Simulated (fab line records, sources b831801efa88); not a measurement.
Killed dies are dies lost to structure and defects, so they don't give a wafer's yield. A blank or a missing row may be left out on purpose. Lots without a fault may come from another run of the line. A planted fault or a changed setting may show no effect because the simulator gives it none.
fab line records | flow sky130
record lots=24 wafers=72 last_day=51
route steps=708 shown FIELD_ISO@26 DNWELL@43 VIA1@460 METAL3@536 CAPM@537
lots that met no fault: from a run of the same line without faults
start_h: hours from the record's first day to the start of the lot's first wafer shown | wait_h: hours since the lot's step before | " the same as in the row above | L1.1+2: a row that stands for several wafers | - no value, or no start given | * or withheld: withheld | < > ~ a bound
route shown NAME@n: a module of which the file shows steps, and the number in the route of the first | usual: mean/standard deviation of fault-free wafers | same: alike in all rows | chamber/n: place in a boat | sites: the reading at each site | _std_site: their standard deviation | _edge_site: outer sites' mean less inner sites' | radius_mm: how far each site lies from the wafer's centre | mask NAME#n: copy n | behind: the tool/chamber that last shaped the wafer | hold: why the lot was held/for how many hours/how that ended | device: the transistor (n, p or np) that didn't switch | end of line: the same wafers' tests at the end of the route | a step without rows: its recipe alone | killed: dies lost to structure and defects at the first sort, not the wafer's yield | map: a wafer's dies, x killed, . not, _ none there
set.NAME: the setting as run; set.NAME@STEP: as run at that earlier step | model.NAME: the simulator's own value behind a step, which no gauge read
steps of the route over a sample of lots; a table a step, a row a wafer
services: from which hour (start_h, from the record's first day; less than 0 if before it) a tool's chamber was out of use, for how many hours, and why
## steps
# step SKY_FIELD_ISO_THK_MEAS_25
# recipe reads=SiO2_of_FIELD_ISO_CVD_24
# usual FIELD_ISO_CVD_24_THK=592/6.1
# columns lot.wafer tool chamber start_h wait_h FIELD_ISO_CVD_24_THK[nm]
L074.3 film_metro-03 - 34.54 0.1 605
L074.4 " - " " 603
L074.5 " - " " 602
L076.2 film_metro-01 - 43.77 0.0 590
L076.3 " - " " 588
L076.5 " - " " 594
L075.2 film_metro-01 - 44.12 0.0 599
L075.3 " - " " 593
L075.5 " - " " 600
L077.2 film_metro-04 - 50.02 0.0 599
L077.5 " - " " 599
L077.6 " - " " 602
L078.2 film_metro-03 - 53.70 0.0 594
L078.3 " - " " 587
L078.4 " - " " 589
L079.1 film_metro-01 - 59.03 0.0 591
L079.2 " - " " 592
L079.4 " - " " 590
L080.1 film_metro-01 - 60.36 0.0 592
L080.2 " - " " 597
L080.6 " - " " 595
L081.3 film_metro-04 - 68.11 0.1 586
L081.5 " - " " 590
L081.6 " - " " 589
L082.4 film_metro-04 - 74.36 0.0 582
L082.5 " - " " 586
L082.6 " - " " 585
L083.2 film_metro-04 - 79.80 0.0 584
L083.5 " - " " 583
L083.6 " - " " 582
L084.2 film_metro-03 - 82.67 0.0 597
L084.3 " - " " 586
L084.6 " - " " 589
L085.2 film_metro-03 - 86.76 0.0 594
L085.3 " - " " 595
L085.5 " - " " 591
L086.1 film_metro-03 - 93.17 0.0 588
L086.2 " - " " 583
L086.5 " - " " 579
L087.3 film_metro-04 - 98.36 0.1 583
L087.4 " - " " 592
L087.6 " - " " 597
L088.2 film_metro-03 - 102.97 0.0 596
L088.3 " - " " 587
L088.5 " - " " 588
L089.1 film_metro-01 - 110.61 0.0 591
L089.2 " - " " 609
L089.3 " - " " 603
L090.3 film_metro-03 - 113.86 0.1 590
L090.4 " - " " 593
L090.6 " - " " 594
L091.3 film_metro-04 - 120.02 0.1 591
L091.4 " - " " 588
L091.5 " - " " 595
L092.2 film_metro-03 - 124.40 0.0 588
L092.4 " - " " 592
L092.6 " - " " 586
L093.3 film_metro-01 - 129.63 0.1 595
L093.5 " - " " 586
L093.6 " - " " 597
L094.3 film_metro-04 - 135.73 0.1 593
L094.4 " - " " 593
L094.5 " - " " 589
L095.2 film_metro-01 - 142.93 0.0 594
L095.3 " - " " 590
L095.4 " - " " 596
L096.1 film_metro-04 - 148.45 0.0 592
L096.3 " - " " 596
L096.6 " - " " 599
L097.1 film_metro-03 - 149.53 0.0 590
L097.2 " - " " 596
L097.6 " - " " 596
# step SKY_DNWELL_STRIP_08
# recipe chemistry=O2/N2 power_w=1400 pressure_mtorr=1500 platen_temp_c=withheld o2_flow_sccm=3000 n2_flow_sccm=300 overash_fraction=0.5
# usual drypump_motor_current_A=6.00/0.23 n2_flow_sccm=300.3/0.83 oes_product_au=0.722/0.005 strip_time_to_endpoint_s=36.88/0.1
# columns lot.wafer tool chamber start_h wait_h drypump_motor_current_A n2_flow_sccm oes_product_au rf_hours_counter_h strip_time_to_endpoint_s
L074.3 plasma_asher-02 1 54.22 0.1 5.80 300.7 0.719 - 36.86
L074.4 " 0 " " 6.32 299.5 0.718 - 36.85
L074.5 " 1 " " 5.78 299.8 0.718 - 36.82
L076.2 plasma_asher-02 1 64.49 0.1 5.81 300.1 0.712 38 36.86
L076.3 " 0 " " 6.34 301.7 0.723 - 36.91
L076.5 " 1 " " 5.80 300.6 0.717 - 37.02
L075.2 plasma_asher-02 0 64.97 0.1 6.33 301.6 0.715 38 37.12
L075.3 " 0 " " 6.31 299.3 0.721 - 37.16
L075.5 " 1 " " 5.82 300.4 0.720 - 37.11
L077.2 plasma_asher-02 1 72.04 0.1 5.80 300.9 0.731 38 36.77
L077.5 " 0 " " 6.31 300.0 0.716 - 36.69
L077.6 " 1 " " 5.81 302.1 0.718 - 36.70
L078.2 plasma_asher-01 0 76.39 0.1 5.80 300.4 0.724 40 36.80
L078.3 " 1 " " 5.98 300.1 0.723 - 36.85
L078.4 " 0 " " 5.80 300.4 0.722 - 36.85
L079.1 plasma_asher-04 1 80.44 0.1 5.78 299.5 0.724 29 37.00
L079.2 " 0 " " 6.36 301.7 0.721 29 36.88
L079.4 " 1 " " 5.78 300.0 0.725 - 36.85
L080.1 plasma_asher-02 0 81.44 0.1 6.38 301.1 0.733 39 36.86
L080.2 " 1 " " 5.80 300.8 0.722 39 36.83
L080.6 " 0 " " 6.33 300.9 0.721 - 36.86
L081.3 plasma_asher-04 1 89.30 0.1 5.80 300.3 0.719 - 36.88
L081.5 " 0 " " 6.35 300.2 0.726 - 36.84
L081.6 " 1 " " 5.79 300.0 0.733 - 36.94
L082.4 plasma_asher-01 1 95.27 0.1 6.01 300.8 0.726 - 36.94
L082.5 " 0 " " 5.79 299.9 0.729 - 36.93
L082.6 " 1 " " 5.97 298.5 0.730 - 36.88
L083.2 plasma_asher-02 1 100.14 0.1 5.80 302.0 0.729 41 36.69
L083.5 " 1 " " 5.81 301.6 0.728 - 36.70
L083.6 " 0 " " 6.35 300.2 0.724 - 36.80
L084.2 plasma_asher-02 0 105.14 0.1 6.34 299.5 0.722 41 36.95
L084.3 " 0 " " 6.32 299.4 0.713 - 36.91
L084.6 " 1 " " 5.80 300.5 0.727 - 36.94
L085.2 plasma_asher-01 0 109.72 0.1 5.80 300.4 0.717 43 36.82
L085.3 " 0 " " 5.80 301.3 0.722 - 36.77
L085.5 " 0 " " 5.81 302.6 0.720 - 36.94
L086.1 plasma_asher-04 0 114.79 0.1 6.37 299.9 0.722 33 36.91
L086.2 " 1 " " 5.75 299.6 0.723 33 36.90
L086.5 " 0 " " 6.36 298.4 0.726 - 36.89
L087.3 plasma_asher-01 1 120.47 0.1 5.97 300.0 0.723 - 36.89
L087.4 " 0 " " 5.81 299.6 0.734 - 36.91
L087.6 " 1 " " 5.98 299.6 0.722 - 36.91
L088.2 plasma_asher-01 0 126.22 0.1 5.79 300.6 0.727 45 36.83
L088.3 " 0 " " 5.81 300.7 0.725 - 36.90
L088.5 " 1 " " 6.00 300.9 0.724 - 36.87
L089.1 plasma_asher-01 1 132.79 0.1 5.98 301.0 0.727 45 37.03
L089.2 " 0 " " 5.79 300.1 0.722 45 36.99
L089.3 " 0 " " 5.79 300.2 0.728 - 37.00
L090.3 plasma_asher-02 1 138.57 0.1 5.81 301.6 0.727 - 36.70
L090.4 " 0 " " 6.37 299.7 0.729 - 36.66
L090.6 " 0 " " 6.33 300.2 0.716 - 36.77
L091.3 plasma_asher-02 0 143.32 0.1 6.25 299.9 0.723 - 36.85
L091.4 " 1 " " 5.81 298.9 0.717 - 36.94
L091.5 " 0 " " 6.30 299.2 0.725 - 36.85
L092.2 plasma_asher-01 0 147.07 0.1 5.79 301.6 0.724 47 37.06
L092.4 " 0 " " 5.80 300.3 0.728 - 36.97
L092.6 " 1 " " 5.95 299.7 0.725 - 36.93
L093.3 plasma_asher-01 1 154.52 0.1 5.97 301.7 0.719 - 36.85
L093.5 " 0 " " 5.83 299.4 0.730 - 36.78
L093.6 " 1 " " 5.99 300.0 0.723 - 36.81
L094.3 plasma_asher-02 1 160.15 0.1 5.81 300.2 0.729 - 36.83
L094.4 " 0 " " 6.35 299.4 0.718 - 36.83
L094.5 " 1 " " 5.81 301.0 0.724 - 36.81
L095.2 plasma_asher-01 1 168.14 0.1 5.96 300.6 0.726 49 36.76
L095.3 " 1 " " 5.98 300.5 0.720 - 36.85
L095.4 " 0 " " 5.80 299.9 0.714 - 36.83
L096.1 plasma_asher-01 1 173.29 0.1 5.98 299.8 0.716 49 36.95
L096.3 " 0 " " 5.80 300.3 0.727 - 36.88
L096.6 " 1 " " 6.00 299.7 0.720 - 36.84
L097.1 plasma_asher-04 0 174.17 0.1 6.39 299.9 0.729 38 36.76
L097.2 " 1 " " 5.79 299.1 0.715 38 36.77
L097.6 " 1 " " 5.77 299.2 0.719 - 36.82
# step SKY_VIA1_CMP_02
# recipe material=SiO2 down_force_psi=4 platen_rpm=60 pad_velocity_m_s=0.94248
# usual motor_current_A=12.3/1.2
# columns lot.wafer tool chamber start_h wait_h motor_current_A
L074.3 cmp-01 2 768.45 0.0 12.6
L074.4 " 3 " " 10.9
L074.5 " 2 " " 12.1
L076.2 cmp-02 1 794.67 0.0 13.6
L076.3 " 0 " " 12.4
L076.5 " 2 " " 10.4
L075.3 cmp-01 2 795.12 0.1 13.1
L075.2 " 3 " " 10.6
L075.5 " 1 " " 13.8
L078.4 cmp-02 2 801.03 0.0 10.1
L078.2 " 0 " " 13.5
L078.3 " 1 " " 13.0
L077.2 cmp-01 2 802.02 0.1 12.4
L077.5 " 1 " " 15.3
L077.6 " 2 " " 12.1
L079.1 cmp-02 0 808.39 0.1 12.4
L079.4 " 1 " " 13.4
L079.2 " 2 " " 10.9
L080.2 cmp-01 1 808.74 0.1 14.0
L080.1 " 2 " " 13.2
L080.6 " 0 " " 13.3
L081.3 cmp-02 0 826.07 0.1 12.3
L081.5 " 3 " " 11.3
L081.6 " 0 " " 12.5
L083.2 cmp-02 3 838.90 0.1 12.3
L083.6 " 2 " " 11.0
L083.5 " 3 " " 12.0
L082.4 cmp-01 2 840.85 0.2 12.8
L082.6 " 3 " " 10.8
L082.5 " 0 " " 14.0
L084.2 cmp-02 2 845.00 0.1 10.7
L084.3 " 3 " " 11.4
L084.6 " 2 " " 11.0
L085.2 cmp-01 3 863.11 0.1 10.8
L085.3 " 0 " " 13.2
L085.5 " 3 " " 10.9
L086.1 cmp-01 0 865.65 0.1 13.9
L086.2 " 1 " " 14.0
L086.5 " 2 " " 13.3
L087.3 cmp-01 3 868.83 0.1 10.5
L087.4 " 1 " " 14.1
L087.6 " 3 " " 10.5
L088.3 cmp-01 2 881.77 0.0 12.6
L088.2 " 0 " " 13.0
L088.5 " 3 " " 10.6
L089.1 cmp-02 0 892.74 0.1 12.5
L089.3 " 2 " " 11.1
L089.2 " 3 " " 12.5
L090.4 cmp-02 1 895.12 0.1 12.8
L090.3 " 2 " " 10.7
L090.6 " 0 " " 12.9
L091.4 cmp-01 3 896.93 0.1 10.9
L091.3 " 0 " " 13.6
L091.5 " 2 " " 12.5
L092.4 cmp-02 1 907.52 0.0 12.9
L092.2 " 0 " " 12.5
L092.6 " 2 " " 11.0
L094.4 cmp-02 0 916.62 0.1 12.6
L094.3 " 1 " " 13.2
L094.5 " 2 " " 10.6
L093.3 cmp-02 3 918.02 0.1 11.4
L093.5 " 1 " " 13.1
L093.6 " 2 " " 10.5
L096.3 cmp-02 1 961.27 0.0 13.7
L096.1 " 0 " " 12.5
L096.6 " 1 " " 12.8
L097.2 cmp-02 2 963.07 0.1 10.9
L097.1 " 0 " " 12.5
L097.6 " 1 " " 13.6
L095.3 cmp-02 2 966.37 0.0 10.1
L095.2 " 0 " " 13.0
L095.4 " 1 " " 13.3
# step SKY_METAL3_SPUTTER_04
# recipe material=TiN target_thk_nm=70 power_w=6500 time_s=58.3 chamber_pressure_pa=0.4
# usual throttle_valve_pct=29.7/1.1
# columns lot.wafer tool chamber start_h wait_h throttle_valve_pct
L074.3 pvd_sputter-04 - 852.60 0.0 29.0
L074.4 " - " " 30.6
L074.5 " - " " 30.1
L076.2 pvd_sputter-02 - 878.02 0.0 28.9
L076.3 " - " " 29.3
L076.5 " - " " 27.4
L075.2 pvd_sputter-02 - 879.41 0.0 27.2
L075.3 " - " " 29.4
L075.5 " - " " 29.2
L078.2 pvd_sputter-02 - 884.52 0.0 29.9
L078.3 " - " " 27.1
L078.4 " - " " 29.3
L077.2 pvd_sputter-02 - 885.36 0.0 30.0
L077.5 " - " " 30.1
L077.6 " - " " 29.1
L079.1 pvd_sputter-04 - 891.90 0.0 30.6
L079.2 " - " " 29.8
L079.4 " - " " 30.2
L080.1 pvd_sputter-02 - 892.65 0.0 29.2
L080.2 " - " " 27.0
L080.6 " - " " 30.3
L081.3 pvd_sputter-02 - 908.68 0.0 29.2
L081.5 " - " " 29.2
L081.6 " - " " 29.8
L083.2 pvd_sputter-04 - 921.38 0.0 28.7
L083.5 " - " " 29.7
L083.6 " - " " 28.9
L082.4 pvd_sputter-04 - 922.04 0.0 29.3
L082.5 " - " " 30.6
L082.6 " - " " 30.3
L084.2 pvd_sputter-04 - 926.62 0.0 29.8
L084.3 " - " " 30.5
L084.6 " - " " 30.2
L085.2 pvd_sputter-02 - 944.43 0.0 30.1
L085.3 " - " " 29.4
L085.5 " - " " 26.9
L086.1 pvd_sputter-02 - 947.09 0.0 29.1
L086.2 " - " " 29.5
L086.5 " - " " 27.0
L087.3 pvd_sputter-01 - 949.77 0.0 32.0
L087.4 " - " " 29.9
L087.6 " - " " 30.2
L088.2 pvd_sputter-02 - 962.72 0.0 28.9
L088.3 " - " " 29.4
L088.5 " - " " 27.3
L089.1 pvd_sputter-01 - 973.06 0.0 29.9
L089.2 " - " " 30.1
L089.3 " - " " 30.0
L090.3 pvd_sputter-04 - 975.22 0.0 30.3
L090.4 " - " " 29.7
L090.6 " - " " 30.2
L091.3 pvd_sputter-01 - 976.12 0.0 31.9
L091.4 " - " " 29.6
L091.5 " - " " 29.7
L092.2 pvd_sputter-01 - 986.14 0.0 32.0
L092.4 " - " " 30.3
L092.6 " - " " 32.1
L094.3 pvd_sputter-01 - 994.46 0.0 30.0
L094.4 " - " " 32.0
L094.5 " - " " 29.6
L093.3 pvd_sputter-04 - 996.24 0.0 29.9
L093.5 " - " " 30.4
L093.6 " - " " 29.9
L096.1 pvd_sputter-01 - 1035.80 0.0 31.9
L096.3 " - " " 30.1
L096.6 " - " " 29.7
L097.1 pvd_sputter-01 - 1037.57 0.0 30.0
L097.2 " - " " 29.9
L097.6 " - " " 29.6
L095.2 pvd_sputter-04 - 1040.30 0.0 29.9
L095.3 " - " " 30.5
L095.4 " - " " 30.3
# step SKY_CAPM_CVD_00
# recipe material=SiO2 target_thk_nm=15.5 temp_c=400 time_s=withheld rf_w=450
# usual heater_power_w=749/87
# columns lot.wafer tool chamber start_h wait_h heater_power_w
L074.3 pecvd-01 0 852.65 0.0 961
L074.4 " 2 " " 772
L074.5 " 1 " " 783
L076.2 pecvd-02 1 878.07 0.0 754
L076.3 " 2 " " 623
L076.5 " 0 " " 627
L075.2 pecvd-01 2 879.46 0.0 727
L075.3 " 1 " " 776
L075.5 " 0 " " 917
L078.2 pecvd-04 2 884.57 0.0 698
L078.3 " 1 " " 701
L078.4 " 0 " " 808
L077.2 pecvd-02 2 885.41 0.0 671
L077.5 " 2 " " 684
L077.6 " 1 " " 727
L079.1 pecvd-02 2 891.95 0.0 700
L079.2 " 1 " " 834
L079.4 " 2 " " 710
L080.1 pecvd-04 1 892.70 0.0 712
L080.2 " 0 " " 743
L080.6 " 1 " " 721
L081.3 pecvd-01 1 908.73 0.0 758
L081.5 " 2 " " 837
L081.6 " 0 " " 881
L083.2 pecvd-01 0 921.43 0.0 945
L083.5 " 0 " " 946
L083.6 " 1 " " 722
L082.4 pecvd-04 2 922.10 0.0 758
L082.5 " 1 " " 694
L082.6 " 0 " " 872
L084.2 pecvd-02 1 926.67 0.0 862
L084.3 " 2 " " 610
L084.6 " 2 " " 624
L085.2 pecvd-01 1 944.48 0.0 732
L085.3 " 1 " " 722
L085.5 " 2 " " 854
L086.1 pecvd-02 2 947.14 0.0 680
L086.2 " 0 " " 670
L086.5 " 1 " " 854
L087.3 pecvd-01 1 949.83 0.0 706
L087.4 " 2 " " 699
L087.6 " 1 " " 708
L088.2 pecvd-02 1 962.77 0.0 867
L088.3 " 2 " " 682
L088.5 " 0 " " 642
L089.1 pecvd-04 2 973.11 0.0 660
L089.2 " 1 " " 720
L089.3 " 0 " " 743
L090.3 pecvd-02 0 975.26 0.0 657
L090.4 " 2 " " 655
L090.6 " 0 " " 656
L091.3 pecvd-01 0 976.17 0.0 828
L091.4 " 1 " " 762
L091.5 " 2 " " 757
L092.2 pecvd-04 2 986.19 0.0 671
L092.4 " 0 " " 837
L092.6 " 2 " " 683
L094.3 pecvd-01 2 994.51 0.0 725
L094.4 " 0 " " 940
L094.5 " 1 " " 771
L093.3 pecvd-02 0 996.29 0.0 706
L093.5 " 1 " " 864
L093.6 " 0 " " 691
L096.1 pecvd-04 1 1035.85 0.0 762
L096.3 " 0 " " 796
L096.6 " 1 " " 760
L097.1 pecvd-02 2 1037.62 0.0 695
L097.2 " 0 " " 687
L097.6 " 2 " " 675
L095.2 pecvd-02 2 1040.35 0.0 697
L095.3 " 0 " " 629
L095.4 " 0 " " 640
# step SKY_CAPM_THK_MEAS_01
# recipe reads=SiO2_of_CAPM_CVD_00
# usual CAPM_CVD_00_THK=15.48/0.22
# columns lot.wafer tool chamber start_h wait_h CAPM_CVD_00_THK[nm]
L074.3 film_metro-02 - 852.69 - 15.40
L074.4 " - " " 15.64
L074.5 " - " " 15.52
L076.2 film_metro-01 - 878.10 - 15.58
L076.3 " - " " 15.64
L076.5 " - " " 15.86
L075.2 film_metro-02 - 879.50 - 15.50
L075.3 " - " " 15.23
L075.5 " - " " 15.55
L078.2 film_metro-03 - 884.60 - 15.19
L078.3 " - " " 15.67
L078.4 " - " " 15.63
L077.2 film_metro-02 - 885.45 - 15.40
L077.5 " - " " 15.53
L077.6 " - " " 15.57
L079.1 film_metro-01 - 891.97 - 15.19
L079.2 " - " " 15.53
L079.4 " - " " 15.36
L080.1 film_metro-01 - 892.72 - 15.43
L080.2 " - " " 15.25
L080.6 " - " " 15.65
L081.3 film_metro-02 - 908.77 - 15.13
L081.5 " - " " 15.37
L081.6 " - " " 15.31
L083.2 film_metro-03 - 921.46 - 14.98
L083.5 " - " " 15.34
L083.6 " - " " 15.12
L082.4 film_metro-01 - 922.14 - 15.35
L082.5 " - " " 15.82
L082.6 " - " " 15.82
L084.2 film_metro-01 - 926.70 - 15.23
L084.3 " - " " 15.34
L084.6 " - " " 15.53
L085.2 film_metro-02 - 944.52 - 15.26
L085.3 " - " " 15.36
L085.5 " - " " 15.46
L086.1 film_metro-02 - 947.16 - 15.45
L086.2 " - " " 15.60
L086.5 " - " " 15.68
L087.3 film_metro-02 - 949.87 - 15.55
L087.4 " - " " 15.65
L087.6 " - " " 15.38
L088.2 film_metro-02 - 962.80 - 15.29
L088.3 " - " " 15.31
L088.5 " - " " 15.51
L089.1 film_metro-01 - 973.13 - 15.52
L089.2 " - " " 15.83
L089.3 " - " " 15.41
L090.3 film_metro-01 - 975.31 - 15.54
L090.4 " - " " 15.81
L090.6 " - " " 15.68
L091.3 film_metro-01 - 976.21 - 15.61
L091.4 " - " " 15.66
L091.5 " - " " 15.67
L092.2 film_metro-02 - 986.22 - 15.27
L092.4 " - " " 15.37
L092.6 " - " " 15.71
L094.3 film_metro-01 - 994.55 - 14.87
L094.4 " - " " 15.11
L094.5 " - " " 15.24
L093.3 film_metro-03 - 996.33 - 15.13
L093.5 " - " " 15.50
L093.6 " - " " 15.62
L096.1 film_metro-01 - 1035.87 - 15.37
L096.3 " - " " 15.45
L096.6 " - " " 15.66
L097.1 film_metro-03 - 1037.64 - 15.38
L097.2 " - " " 15.56
L097.6 " - " " 15.77
L095.2 film_metro-02 - 1040.38 - 15.36
L095.3 " - " " 15.48
L095.4 " - " " 15.49
## services
# columns tool chamber start_h hours kind
cmp-02 - 33.02 2.9 repair
cmp-02 - 35.91 5.1 pm
cmp-02 - 40.98 4.7 pm
plasma_asher-02 - 49.90 0.3 repair
plasma_asher-01 - 62.78 9.9 repair
cmp-02 - 64.05 4.0 pm
plasma_asher-02 - 66.84 2.1 repair
cmp-02 - 71.71 2.5 repair
cmp-01 - 77.64 0.5 repair
cmp-02 - 404.05 4.0 pm
cmp-02 - 408.26 5.3 pm
cmp-02 - 425.98 1.6 repair
cmp-02 - 440.22 1.7 repair
cmp-02 - 549.43 0.6 repair
cmp-02 - 628.06 4.0 repair
cmp-02 - 679.62 0.3 repair
cmp-02 - 690.05 3.4 pm
cmp-02 - 736.40 2.8 repair
cmp-02 - 744.05 4.0 pm
cmp-02 - 777.26 5.2 pm
cmp-02 - 809.74 2.5 repair
cmp-02 - 861.64 0.3 repair
cmp-02 - 943.59 2.7 repair
cmp-02 - 1024.29 14.3 pm
## key
fault none
